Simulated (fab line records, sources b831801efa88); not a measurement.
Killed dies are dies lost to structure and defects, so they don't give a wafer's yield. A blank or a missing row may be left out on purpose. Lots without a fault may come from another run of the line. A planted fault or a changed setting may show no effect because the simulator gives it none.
fab line records | flow sky130
record lots=5 wafers=15 last_day=49
route steps=708 shown VIA3@592 METAL4@598 CAP2M@603
lots that met no fault: from a run of the same line without faults
start_h: hours from the record's first day to the start of the lot's first wafer shown | wait_h: hours since the lot's step before | " the same as in the row above | L1.1+2: a row that stands for several wafers | - no value, or no start given | * or withheld: withheld | < > ~ a bound
route shown NAME@n: a module of which the file shows steps, and the number in the route of the first | usual: mean/standard deviation of fault-free wafers | same: alike in all rows | chamber/n: place in a boat | sites: the reading at each site | _std_site: their standard deviation | _edge_site: outer sites' mean less inner sites' | radius_mm: how far each site lies from the wafer's centre | mask NAME#n: copy n | behind: the tool/chamber that last shaped the wafer | hold: why the lot was held/for how many hours/how that ended | device: the transistor (n, p or np) that didn't switch | end of line: the same wafers' tests at the end of the route | a step without rows: its recipe alone | killed: dies lost to structure and defects at the first sort, not the wafer's yield | map: a wafer's dies, x killed, . not, _ none there
set.NAME: the setting as run; set.NAME@STEP: as run at that earlier step | model.NAME: the simulator's own value behind a step, which no gauge read
lots at some steps of the route; a table a step, a row a wafer
services: from which hour (start_h, from the record's first day; less than 0 if before it) a tool's chamber was out of use, for how many hours, and why
## steps
# step SKY_VIA3_CLEAN_19
# recipe chemistry=O3/DIW dry=n2_spin
# columns lot.wafer tool chamber start_h wait_h
L078.3+4+5 wet_bench-03 3 962.38 0.0
L081.2+4+6 wet_bench-03 2 975.41 0.0
L082.2+3+6 wet_bench-02 3 982.16 0.0
L084.1+5+6 wet_bench-02 1 999.05 0.0
L091.1+2+3 wet_bench-03 3 1044.78 0.0
# step SKY_VIA3_SPUTTER_20
# recipe material=TiN target_thk_nm=20 chamber_pressure_pa=5 power_w=4000 time_s=80
# usual throttle_valve_pct=30.0/1.1
# columns lot.wafer tool chamber start_h wait_h throttle_valve_pct
L078.3 pvd_sputter-03 - 962.47 0.0 29.0
L078.4 " - " " 29.4
L078.5 " - " " 29.6
L081.2 pvd_sputter-01 - 975.51 0.0 30.4
L081.4 " - " " 31.8
L081.6 " - " " 29.5
L082.2 pvd_sputter-02 - 982.26 0.0 31.9
L082.3 " - " " 29.3
L082.6 " - " " 31.6
L084.1 pvd_sputter-01 - 999.14 0.0 29.7
L084.5 " - " " 31.8
L084.6 " - " " 29.9
L091.1 pvd_sputter-02 - 1044.87 0.0 29.3
L091.2 " - " " 29.6
L091.3 " - " " 29.6
# step SKY_VIA3_CVD_21
# recipe material=W target_thk_nm=390 time_s=117.31 temp_c=400 pressure_torr=40
# usual heater_power_outer_w=506/37 heater_power_w=817/64 susceptor_temp_C=400.00/0.2
# columns lot.wafer tool chamber start_h wait_h heater_power_outer_w heater_power_w susceptor_temp_C
L078.3 cvd_w-01 1 962.57 0.1 534 873 400.00
L078.4 " 0 " " 448 711 399.92
L078.5 " 1 " " 538 861 399.75
L081.2 cvd_w-02 1 975.57 0.0 513 837 399.86
L081.4 " 0 " " 539 838 400.08
L081.6 " 0 " " 527 818 399.95
L082.2 cvd_w-01 1 982.32 0.0 531 858 399.84
L082.3 " 1 " " 539 869 399.58
L082.6 " 0 " " 442 709 400.18
L084.1 cvd_w-01 0 999.20 0.0 441 694 400.09
L084.5 " 0 " " 444 730 399.84
L084.6 " 1 " " 544 871 399.88
L091.1 cvd_w-02 0 1044.93 0.0 531 811 399.71
L091.2 " 1 " " 527 883 399.88
L091.3 " 0 " " 523 824 399.89
# step SKY_VIA3_RS_MEAS_22
# recipe thk_meas_gauge=four-point-probe reads=W_of_VIA3_CVD_21+TiN_of_VIA3_SPUTTER_20
# usual VIA3_W_RS=0.2948/0.0029
# columns lot.wafer tool chamber start_h wait_h VIA3_W_RS[ohm/sq]
L078.3 film_metro-04 - 962.69 0.1 0.2987
L078.4 " - " " 0.2937
L078.5 " - " " 0.2978
L081.2 film_metro-03 - 975.71 0.1 0.2952
L081.4 " - " " 0.3033
L081.6 " - " " 0.2998
L082.2 film_metro-02 - 982.47 0.1 0.2989
L082.3 " - " " 0.2954
L082.6 " - " " 0.2913
L084.1 film_metro-03 - 999.32 0.1 0.2931
L084.5 " - " " 0.2941
L084.6 " - " " 0.2917
L091.1 film_metro-03 - 1045.05 0.1 0.2986
L091.2 " - " " 0.2989
L091.3 " - " " 0.2962
# step SKY_VIA3_THK_MEAS_23
# recipe thk_meas_gauge=xrf reads=W_of_VIA3_CVD_21
# usual VIA3_W_THK=381/5.4
# columns lot.wafer tool chamber start_h wait_h VIA3_W_THK[nm]
L078.3 film_metro-04 - 962.79 0.1 371
L078.4 " - " " 378
L078.5 " - " " 375
L081.2 film_metro-03 - 975.82 0.1 387
L081.4 " - " " 380
L081.6 " - " " 381
L082.2 film_metro-02 - 982.58 0.1 373
L082.3 " - " " 378
L082.6 " - " " 382
L084.1 film_metro-03 - 999.44 0.1 385
L084.5 " - " " 381
L084.6 " - " " 384
L091.1 film_metro-03 - 1045.17 0.1 377
L091.2 " - " " 377
L091.3 " - " " 379
# step SKY_VIA3_CMP_24
# recipe stop_on=SiO2 t_overpolish_s=20 down_force_psi=3.5 platen_rpm=60 target_thk_nm=0 pad_velocity_m_s=0.94248
# usual motor_current_A=11.5/1.2 overpolish_run_s=20.000/0.0084 slurry_flow_ml_min=149.9/0.43 time_to_endpoint_s=92/3.7
# columns lot.wafer tool chamber start_h wait_h motor_current_A overpolish_run_s slurry_flow_ml_min time_to_endpoint_s
L078.3 cmp-01 3 962.88 0.1 10.9 19.995 149.4 94
L078.4 " 0 " " 12.2 20.008 150.4 98
L078.5 " 3 " " 10.5 19.992 150.4 91
L081.4 cmp-02 2 975.97 0.1 13.0 19.994 149.3 85
L081.2 " 3 " " 11.1 20.016 149.8 90
L081.6 " 1 " " 11.4 20.001 148.9 93
L082.2 cmp-02 1 982.63 0.0 11.1 19.999 149.6 92
L082.3 " 0 " " 10.4 19.990 149.6 86
L082.6 " 2 " " 12.8 19.994 149.5 91
L084.1 cmp-02 2 999.65 0.2 12.5 20.001 150.4 89
L084.6 " 3 " " 10.9 19.994 150.1 91
L084.5 " 0 " " 10.2 19.991 149.3 84
L091.1 cmp-02 2 1045.23 0.1 12.0 19.995 150.3 88
L091.3 " 0 " " 10.0 20.000 150.3 88
L091.2 " 1 " " 10.9 20.000 149.7 92
# step SKY_METAL4_SPUTTER_00
# recipe material=Ti target_thk_nm=15 power_w=3000 time_s=10 chamber_pressure_pa=0.4
# usual throttle_valve_pct=30.2/1.1
# columns lot.wafer tool chamber start_h wait_h throttle_valve_pct
L078.3 pvd_sputter-02 - 963.13 0.2 29.3
L078.4 " - " " 29.2
L078.5 " - " " 29.6
L081.2 pvd_sputter-04 - 976.17 0.1 32.1
L081.4 " - " " 30.3
L081.6 " - " " 32.2
L082.2 pvd_sputter-03 - 982.93 0.2 28.5
L082.3 " - " " 29.0
L082.6 " - " " 29.6
L084.1 pvd_sputter-02 - 999.80 0.1 29.7
L084.5 " - " " 29.5
L084.6 " - " " 32.0
L091.1 pvd_sputter-04 - 1045.53 0.2 30.6
L091.2 " - " " 30.3
L091.3 " - " " 30.2
# step SKY_METAL4_SPUTTER_01
# recipe material=TiN target_thk_nm=20 power_w=6500 time_s=16.7 chamber_pressure_pa=0.4
# usual throttle_valve_pct=30.2/1.1
# columns lot.wafer tool chamber start_h wait_h throttle_valve_pct
L078.3 pvd_sputter-02 - 963.15 0.0 29.3
L078.4 " - " " 29.5
L078.5 " - " " 29.2
L081.2 pvd_sputter-04 - 976.19 0.0 32.1
L081.4 " - " " 30.1
L081.6 " - " " 32.1
L082.2 pvd_sputter-03 - 982.95 0.0 28.4
L082.3 " - " " 28.9
L082.6 " - " " 29.6
L084.1 pvd_sputter-02 - 999.83 0.0 29.7
L084.5 " - " " 29.7
L084.6 " - " " 32.0
L091.1 pvd_sputter-04 - 1045.55 0.0 30.7
L091.2 " - " " 30.2
L091.3 " - " " 30.2
# step SKY_METAL4_SPUTTER_02
# recipe material=AlCu target_thk_nm=735 power_w=10600 time_s=39.1 chamber_pressure_pa=0.4
# usual throttle_valve_pct=30.2/1.1
# columns lot.wafer tool chamber start_h wait_h throttle_valve_pct
L078.3 pvd_sputter-02 - 963.18 0.0 29.3
L078.4 " - " " 29.4
L078.5 " - " " 29.5
L081.2 pvd_sputter-04 - 976.22 0.0 32.5
L081.4 " - " " 30.0
L081.6 " - " " 32.1
L082.2 pvd_sputter-03 - 982.97 0.0 28.6
L082.3 " - " " 29.0
L082.6 " - " " 29.5
L084.1 pvd_sputter-02 - 999.85 0.0 29.8
L084.5 " - " " 29.2
L084.6 " - " " 32.0
L091.1 pvd_sputter-04 - 1045.58 0.0 30.9
L091.2 " - " " 30.2
L091.3 " - " " 30.3
# step SKY_METAL4_SPUTTER_03
# recipe material=Ti target_thk_nm=5 power_w=3000 time_s=3.3 chamber_pressure_pa=0.4
# usual throttle_valve_pct=30.2/1.1
# columns lot.wafer tool chamber start_h wait_h throttle_valve_pct
L078.3 pvd_sputter-02 - 963.22 0.0 29.5
L078.4 " - " " 29.6
L078.5 " - " " 29.6
L081.2 pvd_sputter-04 - 976.26 0.0 31.9
L081.4 " - " " 29.9
L081.6 " - " " 32.0
L082.2 pvd_sputter-03 - 983.01 0.0 28.4
L082.3 " - " " 29.1
L082.6 " - " " 29.5
L084.1 pvd_sputter-02 - 999.89 0.0 29.8
L084.5 " - " " 29.4
L084.6 " - " " 31.8
L091.1 pvd_sputter-04 - 1045.62 0.0 30.7
L091.2 " - " " 30.2
L091.3 " - " " 30.1
# step SKY_METAL4_SPUTTER_04
# recipe material=TiN target_thk_nm=70 power_w=6500 time_s=58.3 chamber_pressure_pa=0.4
# usual throttle_valve_pct=30.2/1.1
# columns lot.wafer tool chamber start_h wait_h throttle_valve_pct
L078.3 pvd_sputter-02 - 963.24 0.0 29.1
L078.4 " - " " 29.5
L078.5 " - " " 29.6
L081.2 pvd_sputter-04 - 976.28 0.0 32.3
L081.4 " - " " 30.0
L081.6 " - " " 32.1
L082.2 pvd_sputter-03 - 983.03 0.0 28.3
L082.3 " - " " 29.1
L082.6 " - " " 29.3
L084.1 pvd_sputter-02 - 999.91 0.0 29.7
L084.5 " - " " 29.4
L084.6 " - " " 32.1
L091.1 pvd_sputter-04 - 1045.64 0.0 30.9
L091.2 " - " " 30.1
L091.3 " - " " 30.1
# step SKY_CAP2M_CVD_00
# recipe material=SiO2 target_thk_nm=15.5 temp_c=400 time_s=withheld rf_w=450
# usual heater_power_outer_w=413/63 heater_power_w=712/110 susceptor_temp_C=399.99/0.23
# columns lot.wafer tool chamber start_h wait_h heater_power_outer_w heater_power_w susceptor_temp_C
L078.3 pecvd-04 1 963.29 0.0 446 654 400.30
L078.4 " 1 " " 451 661 400.01
L078.5 " 0 " " 438 778 400.18
L081.2 pecvd-04 1 976.33 0.0 355 542 399.91
L081.4 " 1 " " 361 544 400.05
L081.6 " 2 " " 368 675 400.25
L082.2 pecvd-03 2 983.08 0.0 379 621 399.94
L082.3 " 1 " " 518 903 399.83
L082.6 " 1 " " 508 902 400.29
L084.1 pecvd-04 1 999.96 0.0 439 680 399.63
L084.5 " 1 " " 448 648 399.98
L084.6 " 0 " " 369 664 400.14
L091.1 pecvd-03 1 1045.69 0.0 525 926 400.12
L091.2 " 2 " " 330 562 400.12
L091.3 " 0 " " 424 789 400.42
# step SKY_CAP2M_THK_MEAS_01
# recipe reads=SiO2_of_CAP2M_CVD_00
# usual CAP2M_CVD_00_THK=15.64/0.23
# columns lot.wafer tool chamber start_h wait_h CAP2M_CVD_00_THK[nm]
L078.3 film_metro-03 - 963.38 - 15.72
L078.4 " - " " 15.84
L078.5 " - " " 15.88
L081.2 film_metro-02 - 976.36 - 15.82
L081.4 " - " " 16.14
L081.6 " - " " 15.54
L082.2 film_metro-01 - 983.11 - 15.29
L082.3 " - " " 15.52
L082.6 " - " " 15.56
L084.1 film_metro-02 - 999.98 - 15.72
L084.5 " - " " 15.66
L084.6 " - " " 15.99
L091.1 film_metro-01 - 1045.71 - 15.81
L091.2 " - " " 15.82
L091.3 " - " " 15.80
# step SKY_CAP2M_SPUTTER_02
# recipe material=TiN target_thk_nm=200 temp_c=300 power_w=6500 time_s=166.7 chamber_pressure_pa=0.4
# usual susceptor_temp_C=299.99/0.2 throttle_valve_pct=30.4/0.93
# columns lot.wafer tool chamber start_h wait_h susceptor_temp_C throttle_valve_pct
L078.3 pvd_sputter-01 - 963.42 0.0 300.20 31.5
L078.4 " - " " 300.08 29.5
L078.5 " - " " 299.90 29.9
L081.2 pvd_sputter-02 - 976.41 0.0 299.84 29.4
L081.4 " - " " 300.09 29.2
L081.6 " - " " 299.59 31.9
L082.2 pvd_sputter-04 - 983.16 0.0 299.92 32.2
L082.3 " - " " 300.07 29.9
L082.6 " - " " 300.16 32.2
L084.1 pvd_sputter-04 - 1000.04 0.1 299.93 32.3
L084.5 " - " " 299.69 29.9
L084.6 " - " " 299.54 29.9
L091.1 pvd_sputter-01 - 1045.77 0.1 300.00 30.4
L091.2 " - " " 299.92 30.0
L091.3 " - " " 300.08 31.9
# step SKY_CAP2M_RS_MEAS_03
# recipe thk_meas_gauge=four-point-probe reads=TiN_of_CAP2M_SPUTTER_02
# usual CAP2M_TIN_RS=6.90/0.074
# columns lot.wafer tool chamber start_h wait_h CAP2M_TIN_RS[ohm/sq]
L078.3 film_metro-01 - 963.57 0.1 6.90
L078.4 " - " " 6.94
L078.5 " - " " 6.92
L081.2 film_metro-02 - 976.54 0.1 6.92
L081.4 " - " " 6.92
L081.6 " - " " 6.98
L082.2 film_metro-03 - 983.29 0.1 6.83
L082.3 " - " " 6.81
L082.6 " - " " 6.84
L084.1 film_metro-01 - 1000.15 0.1 6.97
L084.5 " - " " 6.93
L084.6 " - " " 7.05
L091.1 film_metro-02 - 1045.88 0.1 6.92
L091.2 " - " " 6.94
L091.3 " - " " 6.89
# step SKY_CAP2M_THK_MEAS_04
# recipe thk_meas_gauge=xrf reads=TiN_of_CAP2M_SPUTTER_02
# usual CAP2M_TIN_THK=203.4/2.4
# columns lot.wafer tool chamber start_h wait_h CAP2M_TIN_THK[nm]
L078.3 film_metro-01 - 963.67 0.1 202.7
L078.4 " - " " 202.2
L078.5 " - " " 202.4
L081.2 film_metro-02 - 976.65 0.1 203.9
L081.4 " - " " 204.3
L081.6 " - " " 202.0
L082.2 film_metro-03 - 983.40 0.1 205.2
L082.3 " - " " 205.5
L082.6 " - " " 205.4
L084.1 film_metro-01 - 1000.27 0.1 202.8
L084.5 " - " " 203.6
L084.6 " - " " 198.5
L091.1 film_metro-02 - 1046.00 0.1 204.1
L091.2 " - " " 203.1
L091.3 " - " " 203.9
# step SKY_CAP2M_DEHYDRATE_05
# recipe temp_c=200 time_s=60
# usual heater_power_total_W=160.37/0.12
# columns lot.wafer tool chamber start_h wait_h heater_power_total_W
L078.3 litho_track-02 0 974.34 10.7 160.34
L078.4 " 0 " " 160.32
L078.5 " 0 " " 160.55
L081.2 litho_track-02 0 988.46 11.8 160.19
L081.4 " 0 " " 160.43
L081.6 " 0 " " 160.14
L082.2 litho_track-03 0 994.19 10.8 160.41
L082.3 " 0 " " 160.23
L082.6 " 0 " " 160.58
L084.1 litho_track-04 0 1011.57 11.3 160.41
L084.5 " 0 " " 160.34
L084.6 " 0 " " 160.51
L091.1 litho_track-02 0 1056.29 10.3 160.33
L091.2 " 0 " " 160.45
L091.3 " 0 " " 160.34
# step SKY_CAP2M_HMDS_06
# recipe prime_time_s=60 prime_temp_c=120
# columns lot.wafer tool chamber start_h wait_h
L078.3+4+5 litho_track-02 0 974.49 0.1
L081.2+4+6 litho_track-02 0 988.61 0.1
L082.2+3+6 litho_track-03 0 994.34 0.1
L084.1+5+6 litho_track-04 0 1011.72 0.1
L091.1+2+3 litho_track-02 0 1056.44 0.1
# step SKY_CAP2M_COAT_07
# recipe resist=NOVOLAK spin_rpm=3000 resist_thk_nm=1140
# usual dispense_pressure_kPa=54/5
# columns lot.wafer tool chamber start_h wait_h dispense_pressure_kPa
L078.3 litho_track-02 0 974.64 0.1 59
L078.4 " 0 " " 59
L078.5 " 0 " " 59
L081.2 litho_track-02 0 988.76 0.1 59
L081.4 " 0 " " 59
L081.6 " 0 " " 59
L082.2 litho_track-03 0 994.49 0.1 48
L082.3 " 0 " " 48
L082.6 " 0 " " 48
L084.1 litho_track-04 0 1011.87 0.1 50
L084.5 " 0 " " 50
L084.6 " 0 " " 50
L091.1 litho_track-02 0 1056.59 0.1 59
L091.2 " 0 " " 59
L091.3 " 0 " " 59
# step SKY_CAP2M_SOFTBAKE_08
# recipe temp_c=90 time_s=60 resist=NOVOLAK
# usual heater_power_total_W=56.60/0.043
# columns lot.wafer tool chamber start_h wait_h heater_power_total_W
L078.3 litho_track-02 0 974.79 0.1 56.64
L078.4 " 0 " " 56.60
L078.5 " 0 " " 56.62
L081.2 litho_track-02 0 988.91 0.1 56.46
L081.4 " 0 " " 56.59
L081.6 " 0 " " 56.56
L082.2 litho_track-03 0 994.64 0.1 56.54
L082.3 " 0 " " 56.68
L082.6 " 0 " " 56.61
L084.1 litho_track-04 0 1012.02 0.1 56.64
L084.5 " 0 " " 56.60
L084.6 " 0 " " 56.59
L091.1 litho_track-02 0 1056.74 0.1 56.61
L091.2 " 0 " " 56.57
L091.3 " 0 " " 56.61
# step SKY_CAP2M_EXPOSE_09
# recipe mask_id=CAP2M na=0.6 source_shape=conventional sigma_outer=0.6 polarization=unpolarized target_cd_nm=1000 dose_mj=159
# columns lot.wafer tool chamber start_h wait_h mask
L078.3+4+5 iline_stepper-02 0 - - CAP2M#0
L081.2+4+6 iline_stepper-02 0 - - CAP2M#0
L082.2+3+6 iline_stepper-02 0 - - CAP2M#0
L084.1+5+6 iline_stepper-01 0 - - CAP2M#0
L091.1+2+3 iline_stepper-02 0 - - CAP2M#0
# step SKY_CAP2M_PEB_10
# recipe temp_c=withheld time_s=* resist=NOVOLAK
# columns lot.wafer tool chamber start_h wait_h
L078.3+4+5 litho_track-02 0 - -
L081.2+4+6 litho_track-04 0 - -
L082.2+3+6 litho_track-02 0 - -
L084.1+5+6 litho_track-04 0 - -
L091.1+2+3 litho_track-02 0 - -
# step SKY_CAP2M_DEVELOP_11
# recipe resist=NOVOLAK developer=TMAH develop_time_s=60 dev_temp_c=23
# usual developer_temp_C=23.00/0.096
# columns lot.wafer tool chamber start_h wait_h developer_temp_C
L078.3 litho_track-02 0 986.94 0.1 22.97
L078.4 " 0 " " 22.87
L078.5 " 0 " " 22.93
L081.2 litho_track-04 0 1000.70 0.1 23.23
L081.4 " 0 " " 23.01
L081.6 " 0 " " 23.09
L082.2 litho_track-02 0 1006.91 0.1 22.99
L082.3 " 0 " " 23.04
L082.6 " 0 " " 22.91
L084.1 litho_track-04 0 1023.07 0.1 23.07
L084.5 " 0 " " 23.07
L084.6 " 0 " " 22.97
L091.1 litho_track-02 0 1066.34 0.1 22.89
L091.2 " 0 " " 22.93
L091.3 " 0 " " 22.88
# step SKY_CAP2M_OVL_MEAS_12
# usual CAP2M_OVL=1.7/1.4
# columns lot.wafer tool chamber start_h wait_h CAP2M_OVL[nm]
L078.3 overlay-01 - 987.05 0.1 0.4
L078.4 " - " " 0.8
L078.5 " - " " -0.6
L081.2 overlay-01 - 1000.83 0.1 3.7
L081.4 " - " " 3.5
L081.6 " - " " 3.6
L082.2 overlay-02 - 1007.04 0.1 1.4
L082.3 " - " " 2.2
L082.6 " - " " 1.9
L084.1 overlay-02 - 1023.22 0.1 3.8
L084.5 " - " " 2.3
L084.6 " - " " 3.6
L091.1 overlay-01 - 1066.49 0.1 0.8
L091.2 " - " " 0.9
L091.3 " - " " 3.0
# step SKY_CAP2M_METAL_ETCH_13
# recipe target_depth_nm=220 stop_on=SiO2 chemistry=Cl2/BCl3 target=TiN pressure_mtorr=10 icp_w=900 bias_w=48.5 Cl2_flow_sccm=60 bcl3_flow_sccm=30 time_s=62.9
# usual drypump_motor_current_A=5.7/0.35 he_backside_leak_sccm=3.37/0.17 mfc_cl2_sccm=59.98/0.18 oes_product_au=0.942/0.0072 throttle_valve_pct=21.900/0.011
# columns lot.wafer tool chamber start_h wait_h drypump_motor_current_A he_backside_leak_sccm mfc_cl2_sccm oes_product_au rf_hours_counter_h throttle_valve_pct
L078.3 rie_metal-01 1 987.14 0.1 5.8 3.46 60.14 0.942 - 21.909
L078.4 " 1 " " 5.8 3.45 59.83 0.937 - 21.892
L078.5 " 1 " " 5.8 3.20 60.23 0.938 - 21.903
L081.2 rie_metal-03 1 1000.86 0.0 6.3 3.29 60.35 0.943 5 21.903
L081.4 " 1 " " 6.3 3.29 60.22 0.946 - 21.904
L081.6 " 0 " " 5.7 3.28 60.03 0.941 - 21.895
L082.2 rie_metal-03 1 1007.07 0.0 6.2 3.38 59.69 0.945 5 21.880
L082.3 " 1 " " 6.2 3.28 59.79 0.953 - 21.910
L082.6 " 0 " " 5.7 3.28 59.82 0.943 - 21.893
L084.1 rie_metal-02 0 1023.26 0.0 5.2 3.45 60.04 0.934 8 21.889
L084.5 " 1 " " 5.6 3.22 60.20 0.941 - 21.902
L084.6 " 0 " " 5.2 3.47 59.66 0.925 - 21.901
L091.1 rie_metal-03 1 1066.52 0.0 6.2 3.28 59.82 0.942 10 21.906
L091.2 " 0 " " 5.7 3.26 60.14 0.935 3 21.912
L091.3 " 0 " " 5.8 3.57 60.17 0.935 - 21.904
# step SKY_CAP2M_STRIP_14
# recipe chemistry=O2/N2 power_w=1400 pressure_mtorr=1500 platen_temp_c=withheld o2_flow_sccm=3000 n2_flow_sccm=300 overash_fraction=0.5
# usual drypump_motor_current_A=5.7/0.41 o2_flow_sccm=3002/9.3 oes_product_au=0.710/0.0042 strip_time_to_endpoint_s=12.65/0.046
# columns lot.wafer tool chamber start_h wait_h drypump_motor_current_A o2_flow_sccm oes_product_au rf_hours_counter_h strip_time_to_endpoint_s
L078.3 plasma_asher-01 0 987.31 0.1 5.9 3017 0.711 - 12.64
L078.4 " 1 " " 5.9 3004 0.704 - 12.60
L078.5 " 1 " " 5.9 3025 0.710 - 12.60
L081.2 plasma_asher-04 0 1000.94 0.1 4.8 2989 0.711 24 12.66
L081.4 " 0 " " 4.8 3007 0.712 - 12.64
L081.6 " 0 " " 4.8 2998 0.712 - 12.63
L082.2 plasma_asher-04 1 1007.15 0.1 5.9 3014 0.711 25 12.69
L082.3 " 0 " " 4.8 3014 0.707 - 12.67
L082.6 " 0 " " 4.8 3014 0.707 - 12.66
L084.1 plasma_asher-04 1 1023.34 0.1 5.9 3008 0.716 27 12.62
L084.5 " 0 " " 4.8 3012 0.717 - 12.62
L084.6 " 1 " " 5.9 3010 0.710 - 12.59
L091.1 plasma_asher-02 0 1066.60 0.1 6.0 3008 0.707 0 12.63
L091.2 " 1 " " 5.5 2999 0.707 0 12.59
L091.3 " 1 " " 5.5 3014 0.706 - 12.60
# step SKY_CAP2M_STRIP_15
# recipe chemistry=post_etch_residue_remover time_s=1200 temp_c=72.5
# columns lot.wafer tool chamber start_h wait_h
L078.3+4+5 wet_bench-04 2 987.38 0.0
L081.2+4+6 wet_bench-04 1 1001.04 0.1
L082.2+3+6 wet_bench-01 3 1007.25 0.1
L084.1+5+6 wet_bench-04 1 1023.46 0.1
L091.1+2+3 wet_bench-01 0 1066.70 0.1
# step SKY_CAP2M_CLEAN_16
# recipe chemistry=IPA time_s=180 temp_c=25
# columns lot.wafer tool chamber start_h wait_h
L078.3+4+5 wet_bench-02 0 987.78 0.0
L081.2+4+6 wet_bench-02 1 1001.38 0.0
L082.2+3+6 wet_bench-04 1 1007.59 0.0
L084.1+5+6 wet_bench-01 0 1023.80 0.0
L091.1+2+3 wet_bench-04 0 1067.04 0.0
# step SKY_CAP2M_CLEAN_17
# recipe chemistry=O3/DIW dry=n2_spin
# columns lot.wafer tool chamber start_h wait_h
L078.3+4+5 wet_bench-04 2 987.85 0.0
L081.2+4+6 wet_bench-01 2 1001.44 0.0
L082.2+3+6 wet_bench-01 2 1007.65 0.0
L084.1+5+6 wet_bench-01 1 1023.86 0.0
L091.1+2+3 wet_bench-02 3 1067.10 0.0
# step SKY_METAL4_DEHYDRATE_05
# recipe temp_c=200 time_s=60
# usual heater_power_total_W=160.38/0.12
# columns lot.wafer tool chamber start_h wait_h heater_power_total_W
L078.3 litho_track-04 0 998.82 10.9 160.35
L078.4 " 0 " " 160.40
L078.5 " 0 " " 160.44
L081.2 litho_track-01 0 1013.04 11.5 160.35
L081.4 " 0 " " 160.27
L081.6 " 0 " " 160.18
L082.2 litho_track-04 0 1018.55 10.8 160.39
L082.3 " 0 " " 160.26
L082.6 " 0 " " 160.30
L084.1 litho_track-01 0 1034.67 10.7 160.36
L084.5 " 0 " " 160.56
L084.6 " 0 " " 160.54
L091.1 litho_track-04 0 1077.02 9.8 160.61
L091.2 " 0 " " 160.50
L091.3 " 0 " " 160.33
# step SKY_METAL4_HMDS_06
# recipe prime_time_s=60 prime_temp_c=120
# columns lot.wafer tool chamber start_h wait_h
L078.3+4+5 litho_track-04 0 998.97 0.1
L081.2+4+6 litho_track-01 0 1013.19 0.1
L082.2+3+6 litho_track-04 0 1018.70 0.1
L084.1+5+6 litho_track-01 0 1034.82 0.1
L091.1+2+3 litho_track-04 0 1077.17 0.1
# step SKY_METAL4_COAT_07
# recipe resist=BARC temp_c=withheld time_s=withheld spin_rpm=3000 resist_thk_nm=60
# usual dispense_pressure_kPa=54/4.7
# columns lot.wafer tool chamber start_h wait_h dispense_pressure_kPa
L078.3 litho_track-04 0 999.12 0.1 50
L078.4 " 0 " " 50
L078.5 " 0 " " 50
L081.2 litho_track-01 0 1013.34 0.1 50
L081.4 " 0 " " 50
L081.6 " 0 " " 50
L082.2 litho_track-04 0 1018.85 0.1 50
L082.3 " 0 " " 50
L082.6 " 0 " " 50
L084.1 litho_track-01 0 1034.97 0.1 49
L084.5 " 0 " " 50
L084.6 " 0 " " 50
L091.1 litho_track-04 0 1077.32 0.1 50
L091.2 " 0 " " 50
L091.3 " 0 " " 50
# step SKY_METAL4_COAT_08
# recipe resist=KrF-thick spin_rpm=3000 resist_thk_nm=1140
# usual dispense_pressure_kPa=54/4.7
# columns lot.wafer tool chamber start_h wait_h dispense_pressure_kPa
L078.3 litho_track-04 0 - - 50
L078.4 " 0 " " 50
L078.5 " 0 " " 50
L081.2 litho_track-01 0 - - 50
L081.4 " 0 " " 49
L081.6 " 0 " " 50
L082.2 litho_track-04 0 - - 50
L082.3 " 0 " " 51
L082.6 " 0 " " 50
L084.1 litho_track-01 0 - - 49
L084.5 " 0 " " 50
L084.6 " 0 " " 50
L091.1 litho_track-04 0 - - 50
L091.2 " 0 " " 50
L091.3 " 0 " " 50
## services
# columns tool chamber start_h hours kind
rie_metal-03 0 944.44 4.7 repair
pvd_sputter-01 - 956.24 1.9 repair
pvd_sputter-03 - 964.99 3.3 repair
pvd_sputter-04 - 970.30 1.8 repair
plasma_asher-04 - 972.01 10.1 pm
pecvd-03 - 972.89 2.8 pm
pvd_sputter-01 - 980.33 1.0 repair
cvd_w-02 - 981.49 6.9 pm
plasma_asher-04 - 986.84 3.7 repair
plasma_asher-04 - 988.01 4.1 repair
cvd_w-01 - 990.59 6.9 pm
pvd_sputter-02 - 994.26 3.7 repair
wet_bench-02 - 1002.10 23.8 pm
cvd_w-01 - 1002.42 6.1 repair
rie_metal-03 - 1004.13 2.8 pm
iline_stepper-02 - 1009.45 1.7 pm
pecvd-04 1 1013.78 6.3 repair
cmp-02 - 1015.80 0.9 repair
wet_bench-03 - 1018.05 0.6 repair
pvd_sputter-04 - 1020.62 3.2 repair
pvd_sputter-03 - 1024.61 1.7 repair
pecvd-04 - 1037.23 1.4 repair
cvd_w-02 0 1058.67 5.3 repair
cvd_w-01 - 1061.01 2.0 repair
## key
fault none
